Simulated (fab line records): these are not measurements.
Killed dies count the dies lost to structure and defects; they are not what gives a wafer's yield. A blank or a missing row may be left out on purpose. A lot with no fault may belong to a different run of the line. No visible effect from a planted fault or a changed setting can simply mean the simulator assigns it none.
Shared-tool check	flow sky130	15 lots, 45 wafers sampled

WHAT PROMPTED THE OPENING
On 3 of the 15 lots, a flag is raised at SKY_VT_ADJUST_HVTP_CD_MEAS_07 on the reading cd_nm. Wafers without a fault read 379.3 nm, standard deviation 2.4.
Rule: a lot is flagged when every wafer of it that has a number lies more than 4 standard deviations from that mean, or none has a number. The other lots count as sound.

lot	measured	on	cd_nm (nm), wafer by wafer	flag
L732	day 6 10:44	cd_sem-01	381.4 381.1 379.8	
L733	day 6 14:33	cd_sem-02	373.4 374.8 375.1	
L734	day 6 22:28	cd_sem-02	377.6 379.2 383.1	
L735	day 7 04:51	cd_sem-02	380.4 379.7 378.6	
L737	day 7 15:20	cd_sem-02	375.0 376.8 377.0	
L738	day 7 21:51	cd_sem-01	382.4 380.3 382.3	
L739	day 8 03:30	cd_sem-02	376.9 376.1 378.6	
L740	day 8 15:18	cd_sem-02	381.8 384.9 383.4	
L741	day 8 15:38	cd_sem-01	380.0 377.6 377.1	
L745	day 9 22:32	cd_sem-02	378.7 380.4 378.3	
L746	day 10 07:18	cd_sem-01	344.4 346.4 343.0	FLAGGED
L747	day 10 08:40	cd_sem-01	343.5 341.0 342.2	FLAGGED
L749	day 10 22:16	cd_sem-01	356.4 356.5 356.2	FLAGGED
L750	day 11 01:29	cd_sem-01	383.4 382.1 383.5	
L753	day 11 19:35	cd_sem-01	382.0 381.4 384.5	
Average over the flagged lots: 347.7 nm; offset from the usual -31.6 nm, equal to -13 standard deviations.

WHICH TOOL RAN EACH LOT
The record holds 2 process steps before the reading, out of a route of 708 steps. Cell contents, in order: the tool; ch with the chambers the sampled wafers went through; the start.
lot	flag	SKY_NWELL_STRIP_14	SKY_VT_ADJUST_HVTP_EXPOSE_04
L732		plasma_asher-01 ch 0,1, day 4 22:07	iline_stepper-02 ch 0, day 6 01:15
L733		plasma_asher-03 ch 0,1, day 5 02:44	iline_stepper-02 ch 0, day 6 05:30
L734		plasma_asher-03 ch 0,1, day 5 09:47	iline_stepper-02 ch 0, day 6 13:25
L735		plasma_asher-03 ch 0,1, day 5 15:38	iline_stepper-02 ch 0, day 6 19:20
L737		plasma_asher-04 ch 0,1, day 6 00:19	iline_stepper-01 ch 0, day 7 05:35
L738		plasma_asher-01 ch 0,1, day 6 07:05	iline_stepper-01 ch 0, day 7 11:56
L739		plasma_asher-01 ch 0,1, day 6 11:52	iline_stepper-02 ch 0, day 7 17:20
L740		plasma_asher-03 ch 0,1, day 6 23:20	iline_stepper-01 ch 0, day 8 05:38
L741		plasma_asher-01 ch 0,1, day 6 23:24	iline_stepper-02 ch 0, day 8 06:18
L745		plasma_asher-04 ch 0,1, day 8 04:07	iline_stepper-01 ch 0, day 9 11:31
L746	FLAGGED	plasma_asher-04 ch 0,1, day 8 12:01	iline_stepper-02 ch 0, day 9 20:17
L747	FLAGGED	plasma_asher-04 ch 0,1, day 8 13:00	iline_stepper-02 ch 0, day 9 22:16
L749	FLAGGED	plasma_asher-03 ch 0,1, day 9 00:57	iline_stepper-02 ch 0, day 10 10:59
L750		plasma_asher-03 ch 0,1, day 9 04:10	iline_stepper-01 ch 0, day 10 14:02
L753		plasma_asher-04 ch 0,1, day 9 22:05	iline_stepper-01 ch 0, day 11 07:39
What these steps do:
- SKY_NWELL_STRIP_14: strips in O2/N2.
- SKY_VT_ADJUST_HVTP_EXPOSE_04: exposes mask HVTPM, target cd 380 nm.
- SKY_VT_ADJUST_HVTP_CD_MEAS_07: target cd 380 nm.

FLAGGED AGAINST TOTAL, ONE TOOL AT A TIME (gauges that did the reading follow at the end)
step	tool	lots run	flagged	share of the flagged lots	sound lots run after its first flagged lot
SKY_NWELL_STRIP_14	plasma_asher-01	4	0	none	-
SKY_NWELL_STRIP_14	plasma_asher-03	6	1	some	1 (L750)
SKY_NWELL_STRIP_14	plasma_asher-04	5	2	some	1 (L753)
SKY_VT_ADJUST_HVTP_EXPOSE_04	iline_stepper-01	6	0	none	-
SKY_VT_ADJUST_HVTP_EXPOSE_04	iline_stepper-02	9	3	all	0
SKY_VT_ADJUST_HVTP_CD_MEAS_07	cd_sem-01	8	3	all	2 (L750,L753)
SKY_VT_ADJUST_HVTP_CD_MEAS_07	cd_sem-02	7	0	none	-

THE TABLE: WHAT IT ALLOWS
Table rows that saw every flagged lot: 2, namely iline_stepper-02 at SKY_VT_ADJUST_HVTP_EXPOSE_04 and cd_sem-01 at SKY_VT_ADJUST_HVTP_CD_MEAS_07.
- iline_stepper-02 at SKY_VT_ADJUST_HVTP_EXPOSE_04 ran 9 lots, 3 of them flagged. Last sound lot L741 at day 8 06:18, first flagged lot L746 at day 9 20:17; a fault beginning in between fits. Its own readings lie more than 4 standard deviations out on every wafer of the flagged lots: exposure_dose_mJ_cm2.
- cd_sem-01 at SKY_VT_ADJUST_HVTP_CD_MEAS_07 ran 8 lots, 3 of them flagged. Sound lots followed the first flagged one (L750, L753) on it, something a lasting fault affecting the whole tool could not allow.
iline_stepper-02 at SKY_VT_ADJUST_HVTP_EXPOSE_04 is the single tool remaining.

WHAT THE SIMULATOR PUT IN
Drift in process parameters on iline_stepper-02 at SKY_VT_ADJUST_HVTP_EXPOSE_04, starting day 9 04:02. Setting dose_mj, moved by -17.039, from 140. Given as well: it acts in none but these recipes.
Shown lots that were struck: L746, L747, L749. The rule above reached the same finding.
